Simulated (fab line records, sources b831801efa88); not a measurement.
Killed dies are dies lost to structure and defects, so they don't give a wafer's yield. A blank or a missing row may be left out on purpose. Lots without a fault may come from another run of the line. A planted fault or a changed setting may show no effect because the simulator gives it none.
A struck lot beside a sound one | flow sky130 | 15 steps out of a route of 708
Sound: wafers L335.2, L335.3, L335.4. Struck: wafers L342.3, L342.5, L342.6. The cause comes at the end.
At each step with rows: each side's tool, then ch and its chambers, then its first start. Under that, the readings that differ: sound wafers | struck wafers | difference of the means | sigmas: that difference in standard deviations of wafers without a fault.
alike: readings whose means differ by less than 2 such deviations, and words and numbers that are the same on both sides. not compared: withheld readings, readings that some wafer has no value for, bounds like >300 that may hide the same value, and numbers for which the record gives no deviation and whose values overlap.
The two part at a step that has a row with sigmas, a row that says differs or no value, or rows on one side only. Numbers that don't overlap but have no deviation are shown without sigmas and don't part them. A reading that every wafer of one side lacks parts them only if that side has two wafers or more.

SKY_VIA2_CD_MEAS_12: target cd 200 nm.
  sound on cd_sem-02, day 38 09:17; struck on cd_sem-02, day 40 07:38
  alike: cd_nm
SKY_VIA2_OVL_MEAS_13:
  sound on overlay-02, day 38 09:23; struck on overlay-01, day 40 07:43
  alike: VIA2_OVL
SKY_VIA2_ETCH_14: etches BARC in N2/H2, stops on SiO2, time 45.9 s, target depth 60 nm.
  sound on rie_diel-03 ch 0,1,3, day 38 09:25; struck on rie_diel-02 ch 1,2, day 40 07:44
  alike: drypump_motor_current_A, n2_flow_sccm, oes_product_au, throttle_valve_pct
  not compared: rf_hours_counter_h
SKY_VIA2_ETCH_15: etches SiO2 in C4F8/O2/Ar, stops on TiN, target depth 546 nm, time 84 s.
  sound on rie_diel-03 ch 0,1,3, day 38 09:28; struck on rie_diel-02 ch 1,2, day 40 07:47
  alike: oes_product_au
  not compared: rf_hours_counter_h
SKY_VIA2_STRIP_16: strips in O2/N2.
  sound on plasma_asher-03 ch 0,1, day 38 09:31; struck on plasma_asher-01 ch 0,1, day 40 07:53
  alike: drypump_motor_current_A, n2_flow_sccm, oes_product_au, strip_time_to_endpoint_s
  not compared: rf_hours_counter_h
then, 3 steps without rows for these wafers: SKY_VIA2_STRIP_17 (strips in post etch residue remover, time 1200 s); SKY_VIA2_CLEAN_18 (cleans in IPA, time 180 s); SKY_VIA2_CLEAN_19 (cleans in O3/DIW).
SKY_VIA2_SPUTTER_20: material TiN, target thk 20 nm, time 80 s.
  sound on pvd_sputter-03, day 38 10:07; struck on pvd_sputter-03, day 40 08:28
  alike: throttle_valve_pct
then, 1 step without rows for these wafers: SKY_VIA2_CVD_21 (deposits W, target thk 420 nm, time 126.4 s).
SKY_VIA2_RS_MEAS_22: measures by four-point-probe.
  sound on film_metro-04, day 38 10:20; struck on film_metro-04, day 40 08:42
  alike: VIA2_W_RS
SKY_VIA2_THK_MEAS_23: measures by xrf.
  sound on film_metro-04, day 38 10:26; struck on film_metro-04, day 40 08:48
  alike: VIA2_W_THK
SKY_VIA2_CMP_24: polishes, stops on SiO2, t overpolish 20 s, target thk 0 nm.
  sound on cmp-02 ch 0,2,3, day 38 10:37; struck on cmp-02 ch 0,1,2, day 40 08:59
  reading              | sound                | struck               | difference | sigmas
  overpolish_run_s (s) | 19.984 19.980 20.000 | 22.478 22.471 22.481 | +2.489     | +99 or more
  t_overpolish_s (s)   | 20 20 20             | 22.475 22.475 22.475 | +2.475     |
  alike: motor_current_A, time_to_endpoint_s
SKY_METAL3_SPUTTER_00: material Ti, target thk 15 nm, time 10 s.
  sound on pvd_sputter-04, day 38 10:55; struck on pvd_sputter-02, day 40 09:08
  alike: throttle_valve_pct
-- the record jumps here: 8 days lie between the struck wafers' starts before and after (it left off in module METAL3 and takes up again in module PAD_OPEN, whose first step shown is number 708 of the route) --
SKY_PAD_OPEN_PROBE_99:
  sound on prober-02, day 47 13:26; struck on prober-01, day 48 21:02
  alike: defect_limited_yield, killed_at_M0_to_M3, killed_at_M4_up, killed_at_contacts, killed_at_front_end, killed_at_other, killed_dies, killed_open, killed_short, sort_bin_3_pad_short, sort_bin_5_function, sort_bin_6_memory, sort_n_pass, sort_yield_pct

WHERE THEY PART
Only at SKY_VIA2_CMP_24, within this record. Later steps at which nothing parts them and some readings are alike: SKY_METAL3_SPUTTER_00, SKY_PAD_OPEN_PROBE_99.

WHY: what the simulator had put in
Process parameter drift: cmp-02, from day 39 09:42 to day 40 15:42, at SKY_VIA2_CMP_24. Setting t_overpolish_s, moved by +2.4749, from 20. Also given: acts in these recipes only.
